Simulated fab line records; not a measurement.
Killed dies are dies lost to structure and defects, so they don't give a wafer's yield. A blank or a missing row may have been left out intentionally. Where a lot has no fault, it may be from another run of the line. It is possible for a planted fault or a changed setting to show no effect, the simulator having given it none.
fab line records    flow sky130
[record] lots = 5  wafers = 15  lastDay = 50
route steps=708 shown RES_XHIGH@341 SD_N@342 PAD_OPEN@708
lots with no fault: from the same line, run without faults
startH: start of the lot's first displayed wafer, in hours after the record's first day    waitH: hours since the lot's step before    " identical to the entry in the row above    L1.1+2: a single row standing in for several wafers    - no value, or no start was given    * or withheld: withheld    < > ~ a bound
route shown NAME@n: names a module that has steps shown in the file, with the first one's number in the route    usual: average and standard deviation across the fault-free wafers    same: alike in all rows    chamber/n: place in a boat    sites: per-site readings    _std_site: their standard deviation    _edge_site: the outer-site mean with the inner-site mean subtracted    radiusMm: for every site, how far away it sits from the centre of the wafer    mask NAME#n: copy n    behind: tool/chamber where the wafer was last shaped    hold: what put the lot on hold/how long, in hours/how the hold closed    device: which transistor (n, p or np) failed to switch    end of line: tests run on the same wafers once the route is complete    step lacking rows: just its recipe    killed: at the first sort, the dies lost to defects and structure; wafer yield is something else    map: the dies of a wafer, with x for killed, . for not killed, _ for no die there
set.NAME: the run value of the setting; set.NAME@STEP: its run value at that earlier step    model.NAME: the simulator's own value behind a step, which no gauge read
lots at some steps of the route; a table a step, a row a wafer
services: a tool's chamber out of use, with start hour (startH, from the record's first day; less than 0 if before it), hours out, and reason
[[steps]]
[step SKY_RES_XHIGH_TW_MEAS_09]
[usual] RES_XHIGH_TW = 1628/8.3
lot.wafer  tool          chamber  startH  waitH  RES_XHIGH_TW
L107.1     filmMetro-02  -        625.28  0.1    1642
L107.4     "             -        "       "      1643
L107.5     "             -        "       "      1638
L113.1     filmMetro-01  -        696.28  0.1    1637
L113.3     "             -        "       "      1635
L113.5     "             -        "       "      1639
L120.1     filmMetro-02  -        734.68  0.1    1635
L120.2     "             -        "       "      1640
L120.5     "             -        "       "      1631
L127.1     filmMetro-04  -        784.03  0.1    1613
L127.3     "             -        "       "      1617
L127.6     "             -        "       "      1612
L128.1     filmMetro-01  -        794.43  0.1    1638
L128.5     "             -        "       "      1630
L128.6     "             -        "       "      1632
[step SKY_SD_N_DEHYDRATE_00]
[recipe] tempC = 200  timeS = 60
[step SKY_SD_N_HMDS_01]
[recipe] primeTimeS = 60  primeTempC = 120
[step SKY_SD_N_COAT_02]
[recipe] resist = NOVOLAK  spinRpm = 3000  resistThkNm = 1140
[step SKY_SD_N_SOFTBAKE_03]
[recipe] tempC = 90  timeS = 60  resist = NOVOLAK
[step SKY_SD_N_EXPOSE_04]
[recipe] maskId = NSDM  na = 0.6  sourceShape = conventional  sigmaOuter = 0.6  polarization = unpolarized  targetCdNm = 380  doseMj = 141
[step SKY_SD_N_PEB_05]
[recipe] tempC = withheld  timeS = *  resist = NOVOLAK
[step SKY_SD_N_DEVELOP_06]
[recipe] resist = NOVOLAK  developer = TMAH  developTimeS = 60  devTempC = 23
[step SKY_SD_N_CD_MEAS_07]
[recipe] targetCdNm = 380
[usual] cdNm = 380.1/2.1
lot.wafer  tool      chamber  startH  waitH  cdNm
L107.1     cdSem-02  -        653.08  0.1    374.5
L107.4     "         -        "       "      379.7
L107.5     "         -        "       "      379.0
L113.1     cdSem-02  -        729.73  5.3    384.0
L113.3     "         -        "       "      382.8
L113.5     "         -        "       "      381.0
L120.1     cdSem-01  -        761.53  0.1    378.7
L120.2     "         -        "       "      378.7
L120.5     "         -        "       "      380.5
L127.1     cdSem-01  -        809.33  0.1    377.5
L127.3     "         -        "       "      377.6
L127.6     "         -        "       "      377.6
L128.1     cdSem-02  -        820.53  0.1    379.4
L128.5     "         -        "       "      382.1
L128.6     "         -        "       "      381.4
[step SKY_SD_N_OVL_MEAS_08]
[usual] SD_N_OVL = 0.6/1.3
lot.wafer  tool        chamber  startH  waitH  SD_N_OVL[nm]
L107.1     overlay-01  -        653.20  0.1    0.4
L107.4     "           -        "       "      -0.1
L107.5     "           -        "       "      2.7
L113.1     overlay-02  -        729.85  0.1    -0.4
L113.3     "           -        "       "      0.1
L113.5     "           -        "       "      0.6
L120.1     overlay-01  -        761.65  0.1    1.4
L120.2     "           -        "       "      -0.3
L120.5     "           -        "       "      0.3
L127.1     overlay-01  -        809.45  0.1    -0.2
L127.3     "           -        "       "      0.5
L127.6     "           -        "       "      -1.5
L128.1     overlay-02  -        820.65  0.1    -2.5
L128.5     "           -        "       "      -0.8
L128.6     "           -        "       "      0.1
[step SKY_SD_N_IMPLANT_09]
[recipe] species = As  energyKev = 50.81  doseCm2 = 4e+15  tiltDeg = 0
[step SKY_SD_N_IMPLANT_10]
[recipe] species = P  energyKev = 20  doseCm2 = 1e+14  tiltDeg = 0
[step SKY_SD_N_STRIP_11]
[recipe] chemistry = O2/N2  powerW = 1400  pressureMtorr = 1500  platenTempC = withheld  o2FlowSccm = 3000  n2FlowSccm = 300  overashFraction = 0.5
[usual] drypumpMotorCurrentA = 5.7/0.58  oesProductAu = 0.525/0.0045  stripTimeToEndpointS = 22.69/0.037
lot.wafer  tool            chamber  startH  waitH  drypumpMotorCurrentA  oesProductAu  rfHoursCounterH  stripTimeToEndpointS  model.NOVOLAK_of_SD_N_COAT_02.thkNm
L107.1     plasmaAsher-01  0        653.54  0.1    5.2                   0.527         52               22.68                 0
L107.4     "               1        "       "      6.2                   0.527         -                22.71                 0
L107.5     "               1        "       "      6.2                   0.527         -                22.71                 0
L113.1     plasmaAsher-04  0        730.19  0.1    6.7                   0.297         102              -                     821.6
L113.3     "               0        "       "      6.7                   0.308         -                -                     822.7
L113.5     "               1        "       "      4.7                   0.307         -                -                     823
L120.1     plasmaAsher-01  1        761.99  0.1    6.2                   0.517         62               22.68                 0
L120.2     "               0        "       "      5.2                   0.527         62               22.71                 0
L120.5     "               1        "       "      6.2                   0.520         -                22.65                 0
L127.1     plasmaAsher-01  1        809.79  0.1    6.2                   0.520         67               22.73                 0
L127.3     "               0        "       "      5.2                   0.528         -                22.72                 0
L127.6     "               0        "       "      5.2                   0.523         -                22.72                 0
L128.1     plasmaAsher-04  1        820.99  0.1    4.7                   0.528         5                22.69                 0
L128.5     "               0        "       "      6.7                   0.525         -                22.70                 0
L128.6     "               1        "       "      4.7                   0.531         -                22.67                 0
[step SKY_SD_N_TW_MEAS_12]
[usual] SD_N_TW = 3972/23
lot.wafer  tool          chamber  startH  waitH  SD_N_TW
L107.1     filmMetro-02  -        653.64  0.1    3972
L107.4     "             -        "       "      3978
L107.5     "             -        "       "      3962
L113.1     filmMetro-02  -        730.29  0.1    3977
L113.3     "             -        "       "      3981
L113.5     "             -        "       "      3982
L120.1     filmMetro-04  -        762.09  0.1    3929
L120.2     "             -        "       "      3918
L120.5     "             -        "       "      3931
L127.1     filmMetro-04  -        809.89  0.1    3943
L127.3     "             -        "       "      3948
L127.6     "             -        "       "      3930
L128.1     filmMetro-01  -        821.09  0.1    3971
L128.5     "             -        "       "      3998
L128.6     "             -        "       "      3996
[step SKY_PAD_OPEN_PROBE_99]
[usual] killed_at_M0_to_M3 = 44/6.6  killed_at_M4_up = 2.9/1.8  killedAtContacts = 24/4.8  killedAtFrontEnd = 15/4.5  killedAtOther = 0.3/0.64  killedDies = 86/8.7  killedOnRim = 17/3.8  killedOpen = 47/6.5  killedShort = 39/5.8
[same] grossDies = 492  killedAtBackSide = 0
lot.wafer  tool       chamber  startH   waitH  hold                   killed_at_M0_to_M3  killed_at_M4_up  killedAtContacts  killedAtFrontEnd  killedAtOther  killedDies  killedOnRim  killedOpen  killedShort
L107.1     prober-01  -        1078.10  0.1    -                      48                  5                26                15                0              94          14           50          44
L107.4     prober-01  -        1078.25  0.2    -                      55                  0                31                11                1              98          25           50          48
L107.5     prober-01  -        1078.30  0.2    -                      39                  2                27                25                0              93          15           49          44
L113.1     prober-02  -        1134.82  0.1    awaitDispo/1.9h/scrap  24                  3                24                441               0              492         96           40          24
L113.3     prober-02  -        1134.92  0.2    awaitDispo/1.9h/scrap  31                  1                22                438               0              492         96           39          24
L113.5     prober-02  -        1135.02  0.2    awaitDispo/1.9h/scrap  43                  1                13                435               0              492         96           39          27
L120.1     prober-02  -        1159.57  0.1    -                      46                  2                25                11                1              85          27           41          43
L120.2     prober-02  -        1159.62  0.1    -                      41                  1                20                25                0              87          16           45          42
L120.5     prober-02  -        1159.77  0.2    -                      48                  5                19                12                0              84          12           45          39
L127.1     prober-01  -        1186.76  0.1    -                      41                  4                25                22                1              93          21           55          37
L127.3     prober-01  -        1186.86  0.2    -                      36                  4                21                21                0              82          20           42          35
L127.6     prober-01  -        1187.01  0.2    -                      53                  3                16                13                0              85          9            48          36
L128.1     prober-02  -        1195.61  0.1    -                      44                  2                25                13                0              84          16           46          38
L128.5     prober-02  -        1195.81  0.2    -                      52                  2                28                17                0              99          18           59          40
L128.6     prober-02  -        1195.86  0.2    -                      47                  2                23                4                 0              76          17           34          41
// killed by level:class
L107.1 VIA1:geometricParticle:short=10 CONTACT:geometricParticle:open=8 VIA1:geometricParticle:open=7 LI_CONTACT:geometricParticle:open=7 METAL2:geometricParticle:short=7 VIA2:geometricParticle:open=7 VIA3:geometricParticle:open=6 FIELD_ISO:geometricParticle:open=5
L107.4 VIA1:geometricParticle:open=12 CONTACT:geometricParticle:open=11 METAL1:geometricParticle:short=10 VIA2:geometricParticle:open=9 LOCAL_INTERCONNECT:geometricParticle:short=7 CONTACT:geometricParticle:short=7 METAL2:geometricParticle:short=7 VIA3:geometricParticle:open=5
L107.5 VIA1:geometricParticle:open=11 LI_CONTACT:geometricParticle:open=10 FIELD_ISO:geometricParticle:short=7 METAL1:geometricParticle:short=7 FIELD_ISO:geometricParticle:open=6 LOCAL_INTERCONNECT:geometricParticle:short=6 VIA2:geometricParticle:open=6 VIA3:geometricParticle:open=6
L113.1 SD_N:areaRta=428 VIA1:geometricParticle:open=11 LI_CONTACT:geometricParticle:open=10 FIELD_ISO:geometricParticle:open=5 CONTACT:geometricParticle:open=5 CONTACT:geometricParticle:short=4 FIELD_ISO:geometricParticle:short=3 POLY_GATE:geometricParticle:short=3
L113.3 SD_N:areaRta=429 CONTACT:geometricParticle:open=10 VIA1:geometricParticle:open=8 VIA3:geometricParticle:open=6 VIA1:geometricParticle:short=4 LI_CONTACT:geometricParticle:open=4 LOCAL_INTERCONNECT:geometricParticle:short=4 METAL2:geometricParticle:short=4
L113.5 SD_N:areaRta=426 VIA1:geometricParticle:open=14 CONTACT:geometricParticle:open=8 POLY_GATE:geometricParticle:short=5 VIA2:geometricParticle:open=5 METAL2:geometricParticle:open=4 METAL2:geometricParticle:short=4 VIA3:geometricParticle:open=4
L120.1 LI_CONTACT:geometricParticle:open=10 METAL2:geometricParticle:short=8 VIA3:geometricParticle:open=8 CONTACT:geometricParticle:open=7 VIA3:geometricParticle:short=7 VIA1:geometricParticle:short=5 VIA1:geometricParticle:open=5 VIA2:geometricParticle:open=5
L120.2 VIA3:geometricParticle:open=9 FIELD_ISO:geometricParticle:short=7 VIA2:geometricParticle:open=7 LI_CONTACT:geometricParticle:open=6 LOCAL_INTERCONNECT:geometricParticle:short=6 METAL1:geometricParticle:short=6 VIA1:geometricParticle:open=6 FIELD_ISO:geometricParticle:open=5
L120.5 VIA1:geometricParticle:open=10 LI_CONTACT:geometricParticle:open=7 METAL1:geometricParticle:short=7 POLY_GATE:geometricParticle:open=6 VIA2:geometricParticle:open=6 VIA3:geometricParticle:short=6 METAL2:geometricParticle:short=6 CONTACT:geometricParticle:open=5
L127.1 VIA1:geometricParticle:open=14 FIELD_ISO:geometricParticle:short=9 CONTACT:geometricParticle:open=9 VIA2:geometricParticle:open=8 CONTACT:geometricParticle:short=7 LI_CONTACT:geometricParticle:open=6 METAL2:geometricParticle:short=4 POLY_GATE:geometricParticle:open=4
L127.3 VIA1:geometricParticle:open=10 CONTACT:geometricParticle:open=9 VIA2:geometricParticle:open=9 POLY_GATE:geometricParticle:short=4 CONTACT:geometricParticle:short=4 METAL2:geometricParticle:short=4 NWELL:coatMicrobubblePrinted=4 FIELD_ISO:geometricParticle:short=3
L127.6 VIA1:geometricParticle:open=11 VIA3:geometricParticle:open=11 VIA1:geometricParticle:short=6 METAL2:geometricParticle:short=6 CONTACT:geometricParticle:open=5 METAL1:geometricParticle:short=5 VIA2:geometricParticle:open=5 LI_CONTACT:geometricParticle:open=4
L128.1 VIA1:geometricParticle:open=13 CONTACT:geometricParticle:short=10 CONTACT:geometricParticle:open=8 VIA3:geometricParticle:open=6 FIELD_ISO:geometricParticle:short=5 METAL2:geometricParticle:short=5 LI_CONTACT:geometricParticle:open=5 VIA1:geometricParticle:short=5
L128.5 VIA3:geometricParticle:open=12 CONTACT:geometricParticle:open=10 VIA1:geometricParticle:open=7 LI_CONTACT:geometricParticle:short=6 METAL1:geometricParticle:short=6 FIELD_ISO:geometricParticle:open=5 VIA2:geometricParticle:open=5 LI_CONTACT:geometricParticle:open=5
L128.6 VIA3:geometricParticle:open=8 VIA1:geometricParticle:short=8 VIA2:geometricParticle:open=7 CONTACT:geometricParticle:open=7 CONTACT:geometricParticle:short=7 METAL1:geometricParticle:short=6 METAL2:geometricParticle:short=5 VIA2:geometricParticle:short=5
// map L113.1 (x killed, . not)
__________xxxxxxxxxx_________
________xxxxxxxxxxxxxx_______
______xxxxxxxxxxxxxxxxxx_____
_____xxxxxxxxxxxxxxxxxxxx____
____xxxxxxxxxxxxxxxxxxxxxx___
___xxxxxxxxxxxxxxxxxxxxxxxx__
__xxxxxxxxxxxxxxxxxxxxxxxxxx_
_xxxxxxxxxxxxxxxxxxxxxxxxxxxx
_xxxxxxxxxxxxxxxxxxxxxxxxxxxx
_xxxxxxxxxxxxxxxxxxxxxxxxxxxx
_xxxxxxxxxxxxxxxxxxxxxxxxxxxx
_xxxxxxxxxxxxxxxxxxxxxxxxxxxx
_xxxxxxxxxxxxxxxxxxxxxxxxxxxx
_xxxxxxxxxxxxxxxxxxxxxxxxxxxx
_xxxxxxxxxxxxxxxxxxxxxxxxxxxx
__xxxxxxxxxxxxxxxxxxxxxxxxxx_
___xxxxxxxxxxxxxxxxxxxxxxxx__
____xxxxxxxxxxxxxxxxxxxxxx___
_____xxxxxxxxxxxxxxxxxxxx____
______xxxxxxxxxxxxxxxxxx_____
________xxxxxxxxxxxxxx_______
__________xxxxxxxxxx_________
// map L128.5 (x killed, . not)
__________.........._________
________x....x....x.x._______
______...x..........x.x._____
_____.x......xxxx.xx.....____
____x....x........x.....x.___
___...x.x.....x..x......x..__
__...............xx...x....x_
_x.....x.......x.xx.x..x.xx..
_x.x.x...x........x...x.xx..x
_...x....x..xx.x.............
_...x.......xx...............
_.x....x..x....x.........xx.x
_.....xx...x..x.x..........x.
_..............x.............
_...x.x..........xx..xx.x....
__..........x.........x....._
___.x..x.....xx...x.xx.x...__
____............x.........___
_____..x.xx...x......xx..____
______..x.........x..x.x_____
________.x.x.........._______
__________.....xx..._________
[[services]]
tool            chamber  startH  hours  kind
plasmaAsher-01  -        667.50  5.7    repair
plasmaAsher-04  -        733.75  9.0    pm
plasmaAsher-04  0        733.75  9.0    ventCycle
plasmaAsher-04  1        733.75  9.0    ventCycle
plasmaAsher-04  0        742.75  -      clean
plasmaAsher-04  1        742.75  -      clean
plasmaAsher-04  -        744.85  21.2   pm
plasmaAsher-01  -        800.76  2.8    pm
[[key]]
[firstSign] step = SKY_SD_N_STRIP_11  reading = oesProductAu  direction = down  sigmas = 50  usual = 0.525  struck = 0.304
[effect] step = SKY_PAD_OPEN_PROBE_99  reading = killedAtFrontEnd  direction = up  sigmas = 95  usual = 15  struck = 438
[modelEffect] step = SKY_SD_N_STRIP_11  value = NOVOLAK_of_SD_N_COAT_02.thkNm  without = 0  struck = 822.4
[moreKillsBornAt] SKY_SD_N_RTA_14@rtpAnneal-01 = 1283
metAt SKY_SD_N_STRIP_11
struckWafers L113.1,L113.3,L113.5
testerLeftOut L113
[fault] kind = stripAborted  tool = plasmaAsher-04  chamber = -  onsetH = 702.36  steps = SKY_SD_N_STRIP_11  offset = 0.72425  endH = 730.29
// testerLeftOut: of these lots the tester's yield and bins aren't shown, on N5 and GAA mostly nor the transistor test; their killed dies are dies lost to structure and defects alone, not to doping, threshold or leakage, so they don't give the yield
